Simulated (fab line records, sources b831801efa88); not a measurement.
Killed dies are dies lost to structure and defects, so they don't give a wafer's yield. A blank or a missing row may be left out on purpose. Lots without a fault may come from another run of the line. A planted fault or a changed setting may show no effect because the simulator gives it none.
A struck lot beside a sound one | flow sky130 | 21 steps out of a route of 708
Sound: wafers L461.2, L461.3, L461.6. Struck: wafers L466.1, L466.2, L466.4. The cause comes at the end.
At each step with rows: each side's tool, then ch and its chambers, then its first start. Under that, the readings that differ: sound wafers | struck wafers | difference of the means | sigmas: that difference in standard deviations of wafers without a fault.
alike: readings whose means differ by less than 2 such deviations, and words and numbers that are the same on both sides. not compared: withheld readings, readings that some wafer has no value for, bounds like >300 that may hide the same value, and numbers for which the record gives no deviation and whose values overlap.
The two part at a step that has a row with sigmas, a row that says differs or no value, or rows on one side only. Numbers that don't overlap but have no deviation are shown without sigmas and don't part them. A reading that every wafer of one side lacks parts them only if that side has two wafers or more.

SKY_SD_N_RS_MEAS_17: measures by four-point-probe.
  sound on film_metro-02, day 32 20:58; struck on film_metro-02, day 34 11:26
  alike: SD_P_RS
SKY_SD_N_RS_MEAS_18: measures by four-point-probe.
  sound on film_metro-02, day 32 21:05; struck on film_metro-02, day 34 11:34
  alike: RES_XHIGH_RS
then, 2 steps without rows for these wafers: SKY_SALICIDE_CLEAN_00 (cleans in HF-last, time 30 s); SKY_LI_CONTACT_HDPCVD_00 (deposits PSG, target thk 930 nm, time 155 s).
SKY_LI_CONTACT_THK_MEAS_01:
  sound on film_metro-01, day 32 21:22; struck on film_metro-04, day 34 11:48
  alike: LI_CONTACT_HDPCVD_THK
SKY_LI_CONTACT_CMP_02: polishes PSG.
  sound on cmp-01 ch 0,2,3, day 32 21:25; struck on cmp-01 ch 0,1,3, day 34 11:52
  alike: motor_current_A, time_to_endpoint_s
SKY_LI_CONTACT_BOW_MEAS_03:
  sound on film_metro-04, day 32 21:44; struck on film_metro-04, day 34 12:10
  alike: LI_CONTACT_BOW
then, 5 steps without rows for these wafers: SKY_LI_CONTACT_DEHYDRATE_04 (time 60 s); SKY_LI_CONTACT_HMDS_05 (prime time 60 s); SKY_LI_CONTACT_COAT_06 (resist thk 60 nm); SKY_LI_CONTACT_COAT_07 (resist thk 450 nm); SKY_LI_CONTACT_SOFTBAKE_08 (time 90 s).
SKY_LI_CONTACT_EXPOSE_09: exposes mask LICM1, target cd 170 nm.
  sound on krf_scanner-01 ch 0, day 33 12:09; struck on krf_scanner-01 ch 0, day 35 00:05
  alike: mask
then, 2 steps without rows for these wafers: SKY_LI_CONTACT_PEB_10; SKY_LI_CONTACT_DEVELOP_11 (develop time 60 s).
SKY_LI_CONTACT_CD_MEAS_12: target cd 170 nm.
  sound on cd_sem-02, day 33 23:57; struck on cd_sem-01, day 35 11:24
  reading    | sound             | struck            | difference | sigmas
  cd_nm (nm) | 169.1 169.4 169.3 | 160.4 164.8 112.0 | -23.5      | -13
SKY_LI_CONTACT_OVL_MEAS_13:
  sound on overlay-02, day 34 00:04; struck on overlay-02, day 35 11:31
  alike: LI_CONTACT_OVL
SKY_LI_CONTACT_ETCH_14: etches BARC in N2/H2, stops on SiO2, time 45.9 s, target depth 60 nm.
  sound on rie_diel-02 ch 0,3, day 34 00:05; struck on rie_diel-01 ch 0,1,2, day 35 11:34
  reading                     | sound             | struck            | difference | sigmas
  model.LI_CONTACT.cd_nm (nm) | 168.5 168.7 169.1 | 160.8 166.3 112.1 | -22.4      |
  alike: drypump_motor_current_A, h2_flow_sccm, n2_flow_sccm, oes_product_au, throttle_valve_pct
  not compared: rf_hours_counter_h
SKY_LI_CONTACT_ETCH_15: etches PSG in C4F8/O2/Ar, stops on Si, target depth 600 nm.
  sound on rie_diel-02 ch 0,3, day 34 00:08; struck on rie_diel-01 ch 0,1,2, day 35 11:36
  reading                     | sound           | struck            | difference | sigmas
  model.LI_CONTACT.cd_nm (nm) | 168.5 168.9 169 | 160.8 167.3 112.3 | -22.0      |
  alike: oes_product_au
SKY_LI_CONTACT_STRIP_16: strips in O2/N2.
  sound on plasma_asher-03 ch 0,1, day 34 00:13; struck on plasma_asher-04 ch 0,1, day 35 11:41
  alike: drypump_motor_current_A, n2_flow_sccm, oes_product_au, strip_time_to_endpoint_s
  not compared: rf_hours_counter_h
-- the record jumps here: 15 days lie between the struck wafers' starts before and after (it left off in module LI_CONTACT and takes up again in module PAD_OPEN, whose first step shown is number 708 of the route) --
SKY_PAD_OPEN_PROBE_99:
  the record has rows for the struck wafers here (prober-01, day 50 02:52) and none for the sound ones

WHERE THEY PART
First at SKY_LI_CONTACT_CD_MEAS_12; last, within this record, at SKY_PAD_OPEN_PROBE_99.

WHY: what the simulator had put in
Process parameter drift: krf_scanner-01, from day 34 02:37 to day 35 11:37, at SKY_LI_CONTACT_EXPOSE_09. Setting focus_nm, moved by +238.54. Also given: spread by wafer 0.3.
